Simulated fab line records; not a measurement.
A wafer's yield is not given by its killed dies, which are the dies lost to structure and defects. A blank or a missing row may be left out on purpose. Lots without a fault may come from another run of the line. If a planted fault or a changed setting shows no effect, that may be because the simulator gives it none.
fab line records -- flow sky130 -- part 1 of 2: steps 1 to 30 of 42
record lots=5, wafers=15, last-day=49
route steps=708 shown METAL5@663 PASSIVATION@681 PAD_OPEN@694
lots that met no fault: taken from a fault-free run of the same line
start-h: the number of hours between the record's first day and the start of the first shown wafer of the lot -- wait-h: hours since the lot's step before -- " as in the row above -- L1.1+2: several wafers, shown together as one row -- - value missing, or start not given -- * or withheld: withheld -- < > ~ a bound
route shown NAME@n: NAME is a module with steps in the file, n the number in the route of the first one -- usual: average and standard deviation across the fault-free wafers -- same: alike in all rows -- chamber/n: place in a boat -- sites: per-site readings -- _std_site: standard deviation of those values -- _edge_site: outer sites' mean less inner sites' -- radius-mm: how far each site lies from the wafer's centre -- mask NAME#n: copy n -- behind: the last tool/chamber to shape the wafer -- hold: reason for holding the lot/hours on hold/outcome of the hold -- device: the transistor (n, p or np) that didn't switch -- end of line: the route-end tests of the same wafers -- a step with no rows: only its recipe -- killed: dies lost to structure and defects at the first sort, not the wafer's yield -- map: per-die view of a wafer (x killed, . not killed, _ where there is no die)
set.NAME: the setting that was run; set.NAME@STEP: the one run at that earlier step -- model.NAME: the simulator's own value behind a step, which no gauge read
certain route steps with their lots: each step a table, each wafer a row
services: the hour from which a tool's chamber was out of use, counted from the record's first day as start-h (under 0 if before that day), plus the number of hours and why
## steps
# step SKY_METAL5_SPUTTER_02
# recipe material=AlCu, target-thk-nm=1150, power-w=10600, time-s=61.2, chamber-pressure-pa=0.4
# usual chamber-pressure-pa=0.3999/0.00082, throttle-valve-pct=30.0/1.2
lot.wafer,tool,chamber,start-h,wait-h,chamber-pressure-pa,throttle-valve-pct
L081.3,pvd-sputter-04,-,1056.52,0.0,0.4000,29.1
L081.5,pvd-sputter-04,-,1056.52,0.0,0.4000,32.7
L081.6,pvd-sputter-04,-,1056.52,0.0,0.3995,30.4
L082.3,pvd-sputter-02,-,1056.82,0.0,0.3994,30.7
L082.5,pvd-sputter-02,-,1056.82,0.0,0.3996,31.0
L082.6,pvd-sputter-02,-,1056.82,0.0,0.3993,30.9
L084.2,pvd-sputter-01,-,1067.82,0.0,0.3994,29.0
L084.4,pvd-sputter-01,-,1067.82,0.0,0.3985,29.5
L084.6,pvd-sputter-01,-,1067.82,0.0,0.4004,29.8
L086.1,pvd-sputter-04,-,1088.01,0.0,0.4010,30.0
L086.4,pvd-sputter-04,-,1088.01,0.0,0.4004,29.0
L086.5,pvd-sputter-04,-,1088.01,0.0,0.3996,30.2
L092.1,pvd-sputter-04,-,1116.04,0.0,0.4006,32.7
L092.3,pvd-sputter-04,-,1116.04,0.0,0.4006,28.3
L092.5,pvd-sputter-04,-,1116.04,0.0,0.4005,32.6
# step SKY_METAL5_SPUTTER_03
# recipe material=Ti, target-thk-nm=5, power-w=3000, time-s=3.3, chamber-pressure-pa=0.4
# usual chamber-pressure-pa=0.4000/0.00087, throttle-valve-pct=30.0/1.2
lot.wafer,tool,chamber,start-h,wait-h,chamber-pressure-pa,throttle-valve-pct
L081.3,pvd-sputter-04,-,1056.57,0.0,0.4000,29.2
L081.5,pvd-sputter-04,-,1056.57,0.0,0.4006,32.4
L081.6,pvd-sputter-04,-,1056.57,0.0,0.3994,30.0
L082.3,pvd-sputter-02,-,1056.87,0.0,0.4000,30.6
L082.5,pvd-sputter-02,-,1056.87,0.0,0.3989,30.8
L082.6,pvd-sputter-02,-,1056.87,0.0,0.3984,31.1
L084.2,pvd-sputter-01,-,1067.87,0.0,0.4004,29.0
L084.4,pvd-sputter-01,-,1067.87,0.0,0.4001,29.8
L084.6,pvd-sputter-01,-,1067.87,0.0,0.3992,29.7
L086.1,pvd-sputter-04,-,1088.06,0.0,0.4002,30.3
L086.4,pvd-sputter-04,-,1088.06,0.0,0.3999,29.1
L086.5,pvd-sputter-04,-,1088.06,0.0,0.3987,30.0
L092.1,pvd-sputter-04,-,1116.10,0.0,0.3998,32.8
L092.3,pvd-sputter-04,-,1116.10,0.0,0.3994,28.0
L092.5,pvd-sputter-04,-,1116.10,0.0,0.4005,32.4
# step SKY_METAL5_SPUTTER_04
# recipe material=TiN, target-thk-nm=70, power-w=6500, time-s=58.3, chamber-pressure-pa=0.4
# usual chamber-pressure-pa=0.3999/0.00074, throttle-valve-pct=30.0/1.2
lot.wafer,tool,chamber,start-h,wait-h,chamber-pressure-pa,throttle-valve-pct
L081.3,pvd-sputter-04,-,1056.59,0.0,0.4005,28.9
L081.5,pvd-sputter-04,-,1056.59,0.0,0.3999,32.2
L081.6,pvd-sputter-04,-,1056.59,0.0,0.3999,30.1
L082.3,pvd-sputter-02,-,1056.89,0.0,0.4000,30.8
L082.5,pvd-sputter-02,-,1056.89,0.0,0.4000,30.7
L082.6,pvd-sputter-02,-,1056.89,0.0,0.3986,31.3
L084.2,pvd-sputter-01,-,1067.89,0.0,0.4004,28.9
L084.4,pvd-sputter-01,-,1067.89,0.0,0.4004,29.7
L084.6,pvd-sputter-01,-,1067.89,0.0,0.4005,29.7
L086.1,pvd-sputter-04,-,1088.08,0.0,0.3994,30.3
L086.4,pvd-sputter-04,-,1088.08,0.0,0.4001,29.0
L086.5,pvd-sputter-04,-,1088.08,0.0,0.4007,30.2
L092.1,pvd-sputter-04,-,1116.11,0.0,0.3988,32.2
L092.3,pvd-sputter-04,-,1116.11,0.0,0.3998,28.2
L092.5,pvd-sputter-04,-,1116.11,0.0,0.3998,32.6
# step SKY_METAL5_RS_MEAS_05
# recipe thk-meas-gauge=four-point-probe, reads=TiN_of_METAL5_SPUTTER_04+Ti_of_METAL5_SPUTTER_03+AlCu_of_METAL5_SPUTTER_02+TiN_of_METAL5_SPUTTER_01+Ti_of_METAL5_SPUTTER_00
# usual METAL5_ALCU_RS=0.0271/0.00021
lot.wafer,tool,chamber,start-h,wait-h,METAL5_ALCU_RS[ohm/sq]
L081.3,film-metro-04,-,1056.68,0.1,0.02725
L081.5,film-metro-04,-,1056.68,0.1,0.02767
L081.6,film-metro-04,-,1056.68,0.1,0.02748
L082.3,film-metro-03,-,1056.98,0.1,0.02729
L082.5,film-metro-03,-,1056.98,0.1,0.02711
L082.6,film-metro-03,-,1056.98,0.1,0.02724
L084.2,film-metro-04,-,1067.96,0.0,0.02672
L084.4,film-metro-04,-,1067.96,0.0,0.02679
L084.6,film-metro-04,-,1067.96,0.0,0.02682
L086.1,film-metro-04,-,1088.13,0.0,0.02731
L086.4,film-metro-04,-,1088.13,0.0,0.02709
L086.5,film-metro-04,-,1088.13,0.0,0.02731
L092.1,film-metro-01,-,1116.16,0.0,0.02733
L092.3,film-metro-01,-,1116.16,0.0,0.02677
L092.5,film-metro-01,-,1116.16,0.0,0.02709
# step SKY_METAL5_THK_MEAS_06
# recipe thk-meas-gauge=xrf, reads=AlCu_of_METAL5_SPUTTER_02
# usual METAL5_ALCU_THK=1159/10
lot.wafer,tool,chamber,start-h,wait-h,METAL5_ALCU_THK[nm]
L081.3,film-metro-04,-,1056.78,0.1,1148
L081.5,film-metro-04,-,1056.78,0.1,1135
L081.6,film-metro-04,-,1056.78,0.1,1148
L082.3,film-metro-03,-,1057.08,0.1,1148
L082.5,film-metro-03,-,1057.08,0.1,1160
L082.6,film-metro-03,-,1057.08,0.1,1159
L084.2,film-metro-04,-,1068.07,0.1,1179
L084.4,film-metro-04,-,1068.07,0.1,1173
L084.6,film-metro-04,-,1068.07,0.1,1172
L086.1,film-metro-04,-,1088.25,0.1,1153
L086.4,film-metro-04,-,1088.25,0.1,1171
L086.5,film-metro-04,-,1088.25,0.1,1154
L092.1,film-metro-01,-,1116.28,0.1,1148
L092.3,film-metro-01,-,1116.28,0.1,1176
L092.5,film-metro-01,-,1116.28,0.1,1160
# step SKY_METAL5_DEHYDRATE_07
# recipe temp-c=200, time-s=60
lot.wafer,tool,chamber,start-h,wait-h
L081.3+5+6,litho-track-02,0,1066.59,9.8
L082.3+5+6,litho-track-03,0,1067.06,10.0
L084.2+4+6,litho-track-02,0,1078.11,10.0
L086.1+4+5,litho-track-03,0,1098.26,10.0
L092.1+3+5,litho-track-01,0,1124.84,8.5
# step SKY_METAL5_HMDS_08
# recipe prime-time-s=60, prime-temp-c=120
# same prime-time-s=60
lot.wafer,tool,chamber,start-h,wait-h
L081.3+5+6,litho-track-02,0,1066.74,0.1
L082.3+5+6,litho-track-03,0,1067.21,0.1
L084.2+4+6,litho-track-02,0,1078.26,0.1
L086.1+4+5,litho-track-03,0,1098.41,0.1
L092.1+3+5,litho-track-01,0,1124.99,0.1
# step SKY_METAL5_COAT_09
# recipe resist=NOVOLAK, spin-rpm=3000, resist-thk-nm=1800
lot.wafer,tool,chamber,start-h,wait-h
L081.3+5+6,litho-track-02,0,1066.89,0.1
L082.3+5+6,litho-track-03,0,1067.36,0.1
L084.2+4+6,litho-track-02,0,1078.41,0.1
L086.1+4+5,litho-track-03,0,1098.56,0.1
L092.1+3+5,litho-track-01,0,1125.14,0.1
# step SKY_METAL5_SOFTBAKE_10
# recipe temp-c=90, time-s=60, resist=NOVOLAK
lot.wafer,tool,chamber,start-h,wait-h
L081.3+5+6,litho-track-02,0,1067.04,0.1
L082.3+5+6,litho-track-03,0,1067.51,0.1
L084.2+4+6,litho-track-02,0,1078.56,0.1
L086.1+4+5,litho-track-03,0,1098.71,0.1
L092.1+3+5,litho-track-01,0,1125.29,0.1
# step SKY_METAL5_EXPOSE_11
# recipe mask-id=MM5, na=0.6, source-shape=conventional, sigma-outer=0.6, polarization=unpolarized, target-cd-nm=1600, dose-mj=190
lot.wafer,tool,chamber,start-h,wait-h,mask
L081.3+5+6,iline-stepper-02,0,-,-,MM5#0
L082.3+5+6,iline-stepper-01,0,-,-,MM5#0
L084.2+4+6,iline-stepper-02,0,-,-,MM5#0
L086.1+4+5,iline-stepper-02,0,-,-,MM5#0
L092.1+3+5,iline-stepper-02,0,-,-,MM5#0
# step SKY_METAL5_PEB_12
# recipe temp-c=withheld, time-s=*, resist=NOVOLAK
lot.wafer,tool,chamber,start-h,wait-h
L081.3+5+6,litho-track-01,0,-,-
L082.3+5+6,litho-track-01,0,-,-
L084.2+4+6,litho-track-03,0,-,-
L086.1+4+5,litho-track-02,0,-,-
L092.1+3+5,litho-track-02,0,-,-
# step SKY_METAL5_DEVELOP_13
# recipe resist=NOVOLAK, developer=TMAH, develop-time-s=60, dev-temp-c=23
lot.wafer,tool,chamber,start-h,wait-h
L081.3+5+6,litho-track-01,0,1077.34,0.1
L082.3+5+6,litho-track-01,0,1077.99,0.1
L084.2+4+6,litho-track-03,0,1089.03,0.1
L086.1+4+5,litho-track-02,0,1108.34,0.1
L092.1+3+5,litho-track-02,0,1134.69,0.1
# step SKY_METAL5_DESCUM_14
# recipe chemistry=O2, source-power-w=150, bias-power-w=0, pressure-mtorr=10, temp-c=40, time-s=11
# usual drypump-motor-current-A=5.7/0.53, oes-product-au=0.998/0.0084
lot.wafer,tool,chamber,start-h,wait-h,drypump-motor-current-A,oes-product-au,rf-hours-counter-h
L081.3,rie-metal-01,0,1077.45,0.1,4.9,0.994,-
L081.5,rie-metal-01,1,1077.45,0.1,5.7,0.991,-
L081.6,rie-metal-01,0,1077.45,0.1,4.9,0.996,-
L082.3,rie-metal-02,0,1078.10,0.1,5.8,0.977,-
L082.5,rie-metal-02,1,1078.10,0.1,5.2,0.989,-
L082.6,rie-metal-02,0,1078.10,0.1,5.8,0.977,-
L084.2,rie-metal-01,1,1089.16,0.1,5.7,0.998,13
L084.4,rie-metal-01,0,1089.16,0.1,4.9,1.003,-
L084.6,rie-metal-01,1,1089.16,0.1,5.7,0.997,-
L086.1,rie-metal-01,0,1108.49,0.1,4.9,0.988,22
L086.4,rie-metal-01,1,1108.49,0.1,5.7,1.010,-
L086.5,rie-metal-01,0,1108.49,0.1,4.9,1.002,-
L092.1,rie-metal-04,1,1134.84,0.1,6.0,1.000,22
L092.3,rie-metal-04,0,1134.84,0.1,6.5,1.003,-
L092.5,rie-metal-04,1,1134.84,0.1,6.0,1.006,-
# step SKY_METAL5_METAL_ETCH_15
# recipe target-depth-a=12600, stop-on=SiO2, over-etch-frac=0.2, time-s=252, chemistry=Cl2/BCl3, resist-sidewall-deg=86, pressure-mtorr=10, icp-w=900, bias-w=48.5, Cl2_flow_sccm=60, bcl3-flow-sccm=30
# usual bcl3-flow-sccm=30.00/0.11, bias-w=48.52/0.14, drypump-motor-current-A=5.7/0.53, oes-product-au=0.894/0.0047, throttle-valve-pct=22.263/0.0088
lot.wafer,tool,chamber,start-h,wait-h,bcl3-flow-sccm,bias-w,drypump-motor-current-A,oes-product-au,rf-hours-counter-h,throttle-valve-pct
L081.3,rie-metal-01,0,1077.55,0.1,30.04,48.46,4.9,0.896,-,22.253
L081.5,rie-metal-01,1,1077.55,0.1,29.94,48.68,5.7,0.886,-,22.260
L081.6,rie-metal-01,0,1077.55,0.1,30.01,48.40,4.9,0.898,-,22.276
L082.3,rie-metal-02,0,1078.20,0.1,29.90,48.66,5.8,0.900,-,22.254
L082.5,rie-metal-02,1,1078.20,0.1,30.02,48.35,5.2,0.889,-,22.264
L082.6,rie-metal-02,0,1078.20,0.1,29.90,48.62,5.8,0.892,-,22.272
L084.2,rie-metal-01,1,1089.19,0.0,29.98,48.36,5.7,0.888,13,22.256
L084.4,rie-metal-01,0,1089.19,0.0,29.86,48.83,4.9,0.894,-,22.268
L084.6,rie-metal-01,1,1089.19,0.0,29.97,48.69,5.7,0.887,-,22.257
L086.1,rie-metal-01,0,1108.52,0.0,30.21,48.57,4.9,0.896,22,22.257
L086.4,rie-metal-01,1,1108.52,0.0,30.01,48.48,5.7,0.893,-,22.260
L086.5,rie-metal-01,0,1108.52,0.0,30.03,48.70,4.9,0.895,-,22.248
L092.1,rie-metal-04,1,1134.87,0.0,30.10,48.24,6.0,0.892,22,22.268
L092.3,rie-metal-04,0,1134.87,0.0,30.12,48.60,6.5,0.896,-,22.267
L092.5,rie-metal-04,1,1134.87,0.0,30.05,48.22,6.0,0.892,-,22.270
# step SKY_METAL5_STRIP_16
# recipe chemistry=O2/N2, power-w=1400, pressure-mtorr=1500, platen-temp-c=withheld, o2-flow-sccm=3000, n2-flow-sccm=300, overash-fraction=0.5
# usual drypump-motor-current-A=5.6/0.4, oes-product-au=0.711/0.0045, strip-time-to-endpoint-s=13.08/0.13
lot.wafer,tool,chamber,start-h,wait-h,drypump-motor-current-A,oes-product-au,rf-hours-counter-h,strip-time-to-endpoint-s
L081.3,plasma-asher-04,1,1077.74,0.1,5.3,0.710,-,12.97
L081.5,plasma-asher-04,0,1077.74,0.1,5.4,0.720,-,13.01
L081.6,plasma-asher-04,1,1077.74,0.1,5.3,0.707,-,13.04
L082.3,plasma-asher-03,0,1078.41,0.1,6.1,0.711,-,13.22
L082.5,plasma-asher-03,1,1078.41,0.1,4.9,0.716,-,13.18
L082.6,plasma-asher-03,0,1078.41,0.1,6.1,0.715,-,13.26
L084.2,plasma-asher-04,1,1089.43,0.2,5.3,0.718,66,13.21
L084.4,plasma-asher-04,0,1089.43,0.2,5.4,0.707,-,13.23
L084.6,plasma-asher-04,0,1089.43,0.2,5.4,0.707,-,13.19
L086.1,plasma-asher-03,0,1108.76,0.2,6.1,0.708,102,13.16
L086.4,plasma-asher-03,0,1108.76,0.2,6.1,0.710,-,13.04
L086.5,plasma-asher-03,1,1108.76,0.2,5.0,0.710,-,13.13
L092.1,plasma-asher-03,1,1135.11,0.2,5.0,0.701,105,12.91
L092.3,plasma-asher-03,0,1135.11,0.2,6.1,0.706,-,12.93
L092.5,plasma-asher-03,0,1135.11,0.2,6.1,0.708,-,12.93
# step SKY_METAL5_STRIP_17
# recipe chemistry=post-etch-residue-remover, time-s=1200, temp-c=72.5
lot.wafer,tool,chamber,start-h,wait-h
L081.3+5+6,wet-bench-02,2,1077.81,0.0
L082.3+5+6,wet-bench-03,2,1078.47,0.0
L084.2+4+6,wet-bench-03,2,1089.53,0.1
L086.1+4+5,wet-bench-03,3,1108.86,0.1
L092.1+3+5,wet-bench-02,0,1135.21,0.1
# step SKY_METAL5_CLEAN_18
# recipe chemistry=IPA, time-s=180, temp-c=25
lot.wafer,tool,chamber,start-h,wait-h
L081.3+5+6,wet-bench-03,2,1078.15,0.0
L082.3+5+6,wet-bench-03,3,1078.81,0.0
L084.2+4+6,wet-bench-04,2,1089.87,0.0
L086.1+4+5,wet-bench-04,0,1109.20,0.0
L092.1+3+5,wet-bench-04,0,1135.55,0.0
# step SKY_METAL5_CLEAN_19
# recipe chemistry=O3/DIW, dry=n2-spin
lot.wafer,tool,chamber,start-h,wait-h
L081.3+5+6,wet-bench-02,3,1078.21,0.0
L082.3+5+6,wet-bench-02,2,1078.90,0.0
L084.2+4+6,wet-bench-03,3,1089.93,0.0
L086.1+4+5,wet-bench-02,1,1109.26,0.0
L092.1+3+5,wet-bench-04,2,1135.61,0.0
# step SKY_PASSIVATION_CVD_00
# recipe material=SiO2, target-thk-nm=90, temp-c=400, time-s=withheld, rf-w=600
# usual heater-power-w=624/77
lot.wafer,tool,chamber,start-h,wait-h,heater-power-w
L081.3,pecvd-04,1,1078.30,0.0,597
L081.5,pecvd-04,1,1078.30,0.0,601
L081.6,pecvd-04,0,1078.30,0.0,610
L082.3,pecvd-01,2,1079.00,0.0,604
L082.5,pecvd-01,1,1079.00,0.0,647
L082.6,pecvd-01,2,1079.00,0.0,595
L084.2,pecvd-01,0,1090.02,0.0,598
L084.4,pecvd-01,2,1090.02,0.0,624
L084.6,pecvd-01,0,1090.02,0.0,595
L086.1,pecvd-01,1,1109.35,0.0,719
L086.4,pecvd-01,1,1109.35,0.0,695
L086.5,pecvd-01,0,1109.35,0.0,629
L092.1,pecvd-04,2,1135.70,0.0,460
L092.3,pecvd-04,0,1135.70,0.0,727
L092.5,pecvd-04,0,1135.70,0.0,725
# step SKY_PASSIVATION_THK_MEAS_01
# recipe reads=SiO2_of_PASSIVATION_CVD_00
# usual PASSIVATION_CVD_00_THK=90.0/1.1
lot.wafer,tool,chamber,start-h,wait-h,PASSIVATION_CVD_00_THK[nm]
L081.3,film-metro-03,-,1078.34,-,88.5
L081.5,film-metro-03,-,1078.34,-,90.4
L081.6,film-metro-03,-,1078.34,-,89.8
L082.3,film-metro-02,-,1079.05,-,92.3
L082.5,film-metro-02,-,1079.05,-,93.8
L082.6,film-metro-02,-,1079.05,-,91.9
L084.2,film-metro-02,-,1090.06,-,90.4
L084.4,film-metro-02,-,1090.06,-,91.5
L084.6,film-metro-02,-,1090.06,-,91.6
L086.1,film-metro-04,-,1109.37,-,89.4
L086.4,film-metro-04,-,1109.37,-,89.9
L086.5,film-metro-04,-,1109.37,-,91.0
L092.1,film-metro-04,-,1135.72,-,88.7
L092.3,film-metro-04,-,1135.72,-,89.9
L092.5,film-metro-04,-,1135.72,-,90.4
# step SKY_PASSIVATION_CVD_02
# recipe material=Si3N4, target-thk-nm=540, temp-c=400, time-s=withheld, rf-w=450
# usual heater-power-w=698/81
lot.wafer,tool,chamber,start-h,wait-h,heater-power-w
L081.3,pecvd-03,2,1078.38,0.0,708
L081.5,pecvd-03,2,1078.38,0.0,726
L081.6,pecvd-03,0,1078.38,0.0,755
L082.3,pecvd-04,1,1079.09,0.0,623
L082.5,pecvd-04,0,1079.09,0.0,749
L082.6,pecvd-04,1,1079.09,0.0,658
L084.2,pecvd-04,1,1090.11,0.0,585
L084.4,pecvd-04,2,1090.11,0.0,638
L084.6,pecvd-04,1,1090.11,0.0,608
L086.1,pecvd-03,1,1109.43,0.1,670
L086.4,pecvd-03,0,1109.43,0.1,709
L086.5,pecvd-03,2,1109.43,0.1,756
L092.1,pecvd-03,1,1135.78,0.1,635
L092.3,pecvd-03,2,1135.78,0.1,735
L092.5,pecvd-03,0,1135.78,0.1,854
# step SKY_PASSIVATION_THK_MEAS_03
# recipe reads=Si3N4_of_PASSIVATION_CVD_02
# usual PASSIVATION_CVD_02_THK=540/5.8
lot.wafer,tool,chamber,start-h,wait-h,PASSIVATION_CVD_02_THK[nm]
L081.3,film-metro-04,-,1078.63,-,537
L081.5,film-metro-04,-,1078.63,-,544
L081.6,film-metro-04,-,1078.63,-,544
L082.3,film-metro-02,-,1079.33,-,529
L082.5,film-metro-02,-,1079.33,-,538
L082.6,film-metro-02,-,1079.33,-,547
L084.2,film-metro-04,-,1090.34,-,543
L084.4,film-metro-04,-,1090.34,-,546
L084.6,film-metro-04,-,1090.34,-,548
L086.1,film-metro-04,-,1109.66,-,535
L086.4,film-metro-04,-,1109.66,-,548
L086.5,film-metro-04,-,1109.66,-,545
L092.1,film-metro-02,-,1136.01,-,538
L092.3,film-metro-02,-,1136.01,-,532
L092.5,film-metro-02,-,1136.01,-,540
# step SKY_PASSIVATION_DEHYDRATE_04
# recipe temp-c=200, time-s=60
lot.wafer,tool,chamber,start-h,wait-h
L081.3+5+6,litho-track-02,0,1088.39,9.7
L082.3+5+6,litho-track-04,0,1089.18,9.8
L084.2+4+6,litho-track-02,0,1099.96,9.6
L086.1+4+5,litho-track-03,0,1118.51,8.8
L092.1+3+5,litho-track-03,0,1144.81,8.8
# step SKY_PASSIVATION_HMDS_05
# recipe prime-time-s=60, prime-temp-c=120
# same prime-time-s=60
lot.wafer,tool,chamber,start-h,wait-h
L081.3+5+6,litho-track-02,0,1088.54,0.1
L082.3+5+6,litho-track-04,0,1089.33,0.1
L084.2+4+6,litho-track-02,0,1100.11,0.1
L086.1+4+5,litho-track-03,0,1118.66,0.1
L092.1+3+5,litho-track-03,0,1144.96,0.1
# step SKY_PASSIVATION_COAT_06
# recipe spin-rpm=2000, resist-thk-nm=3000
lot.wafer,tool,chamber,start-h,wait-h
L081.3+5+6,litho-track-02,0,1088.69,0.1
L082.3+5+6,litho-track-04,0,1089.48,0.1
L084.2+4+6,litho-track-02,0,1100.26,0.1
L086.1+4+5,litho-track-03,0,1118.81,0.1
L092.1+3+5,litho-track-03,0,1145.11,0.1
# step SKY_PASSIVATION_SOFTBAKE_07
# recipe temp-c=110, time-s=withheld
lot.wafer,tool,chamber,start-h,wait-h
L081.3+5+6,litho-track-02,0,1088.85,0.1
L082.3+5+6,litho-track-04,0,1089.65,0.1
L084.2+4+6,litho-track-02,0,1100.42,0.1
L086.1+4+5,litho-track-03,0,1118.96,0.1
L092.1+3+5,litho-track-03,0,1145.26,0.1
# step SKY_PASSIVATION_EXPOSE_08
# recipe mask-id=NSM, target-cd-nm=3000, na=0.57, dose-mj=260
lot.wafer,tool,chamber,start-h,wait-h,mask
L081.3+5+6,iline-stepper-01,0,-,-,NSM#0
L082.3+5+6,iline-stepper-01,0,-,-,NSM#0
L084.2+4+6,iline-stepper-01,0,-,-,NSM#0
L086.1+4+5,iline-stepper-01,0,-,-,NSM#0
L092.1+3+5,iline-stepper-02,0,-,-,NSM#0
# step SKY_PASSIVATION_PEB_09
# recipe temp-c=115, time-s=withheld
lot.wafer,tool,chamber,start-h,wait-h
L081.3+5+6,litho-track-02,0,-,-
L082.3+5+6,litho-track-04,0,-,-
L084.2+4+6,litho-track-02,0,-,-
L086.1+4+5,litho-track-04,0,-,-
L092.1+3+5,litho-track-03,0,-,-
# step SKY_PASSIVATION_DEVELOP_10
# recipe develop-time-s=60, dev-temp-c=23
lot.wafer,tool,chamber,start-h,wait-h
L081.3+5+6,litho-track-02,0,-,-
L082.3+5+6,litho-track-04,0,-,-
L084.2+4+6,litho-track-02,0,-,-
L086.1+4+5,litho-track-04,0,-,-
L092.1+3+5,litho-track-03,0,-,-
# step SKY_PASSIVATION_ETCH_11
# recipe chemistry=CF4/O2, target-depth-nm=725, stop-on=AlCu, source-w=800, bias-w=150, pressure-mtorr=150, cf4-flow-sccm=80, O2_flow_sccm=10, time-s=161.1
# usual bias-w=150.0/0.42, drypump-motor-current-A=5.7/0.52, oes-product-au=0.979/0.0065, throttle-valve-pct=5.966/0.0086
lot.wafer,tool,chamber,start-h,wait-h,bias-w,drypump-motor-current-A,oes-product-au,rf-hours-counter-h,throttle-valve-pct
L081.3,rie-diel-04,2,1098.99,-,149.9,6.3,0.975,21,5.964
L081.5,rie-diel-04,2,1098.99,-,149.9,6.3,0.987,-,5.964
L081.6,rie-diel-04,1,1098.99,-,150.2,6.4,0.981,-,5.963
L082.3,rie-diel-02,3,1099.88,-,150.5,5.6,0.975,2,5.961
L082.5,rie-diel-02,1,1099.88,-,149.5,5.2,0.971,-,5.975
L082.6,rie-diel-02,0,1099.88,-,150.0,6.3,0.982,-,5.973
L084.2,rie-diel-04,3,1110.59,-,150.1,4.8,0.986,19,5.980
L084.4,rie-diel-04,0,1110.59,-,150.0,5.7,0.983,14,5.970
L084.6,rie-diel-04,3,1110.59,-,150.7,4.7,0.979,-,5.967
L086.1,rie-diel-01,3,1129.23,-,149.8,5.8,0.981,19,5.961
L086.4,rie-diel-01,0,1129.23,-,150.4,6.3,0.987,27,5.955
L086.5,rie-diel-01,3,1129.23,-,150.2,5.8,0.981,-,5.965
L092.1,rie-diel-04,0,1154.76,-,150.2,5.7,0.974,16,5.970
L092.3,rie-diel-04,1,1154.76,-,149.6,6.3,0.974,25,5.956
L092.5,rie-diel-04,1,1154.76,-,150.0,6.3,0.981,-,5.965
